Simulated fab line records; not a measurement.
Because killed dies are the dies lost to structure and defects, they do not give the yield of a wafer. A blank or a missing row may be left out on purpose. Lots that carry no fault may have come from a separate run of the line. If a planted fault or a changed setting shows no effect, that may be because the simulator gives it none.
The same fault as seen by 2 desks -- flow sky130 -- each desk holds nothing but its own numbers, with what lay behind them at the end

AT THE TOOL OWNER'S DESK: lithoTrack-02
The tool's own readings at SKY_PAD_OPEN_COAT_02 (resist thk 3000 nm): means of the sampled wafers that have a number, for each lot that ran on this tool. The brackets show how far a lot's mean lies from the usual mean; more than 4 standard deviations puts the lot out of limits, marked OUT.
Columns: A = spinSpeedRpm at SKY_PAD_OPEN_COAT_02, usual 2000.0 rpm
lot,first seen here,A
L737,day 46 04:59,1999.9
L740,day 46 17:56,2000.5
L741,day 46 21:31,2001.5
L742,day 47 04:38,2000.2
L744,day 47 19:55,1998.9
L745,day 47 21:32,1999.1
L750,day 48 22:07,1998.0
L752,day 49 15:28,2039.6 (+28) OUT
L755,day 49 21:53,2039.5 (+28) OUT
This desk's verdict: out of limits on L752, L755, starting with L752 at day 49 15:28 (spinSpeedRpm at SKY_PAD_OPEN_COAT_02). L737, L740, L741, L742, L744, L745, L750 stayed within limits.

FROM THE METROLOGY DESK
Means of the sampled wafers that have a number, per lot and without regard to the tool the lot ran on: this is what the gauges read. The brackets show how far a lot's mean lies from the usual mean; more than 4 standard deviations puts the lot out of limits, marked OUT.
Columns: A = PAD_OPEN_BOW at SKY_PAD_OPEN_BOW_MEAS_13, usual 48 um
lot,first seen here,A
L737,day 46 18:20,51
L740,day 47 06:31,47
L741,day 47 10:49,48
L742,day 47 17:37,47
L744,day 48 08:03,42
L745,day 48 09:25,44
L747,day 48 17:54,60
L750,day 49 10:45,56
L752,day 50 02:26,57
L755,day 50 09:10,45
L758,day 50 22:38,52
L757,day 51 01:50,53
This desk found nothing out of limits on any of the 12 lots.

PUT TOGETHER
At day 49 15:28, on L752, L755, the tool owner's desk was in a position to raise an alarm.
Nothing out of limits was seen by the metrology desk.
The metrology desk has L752, L755 on record, within its limits.
Of the lots named, all ran SKY_PAD_OPEN_COAT_02 on lithoTrack-02.

WHAT THE SIMULATOR HAD INSERTED
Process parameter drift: lithoTrack-02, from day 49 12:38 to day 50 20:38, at SKY_PAD_OPEN_COAT_02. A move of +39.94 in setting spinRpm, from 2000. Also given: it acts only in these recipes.
Lots struck among those shown: L752, L755.
Time in hours from fault onset to the first out-of-limits reading at each desk: the tool owner's desk, 3.
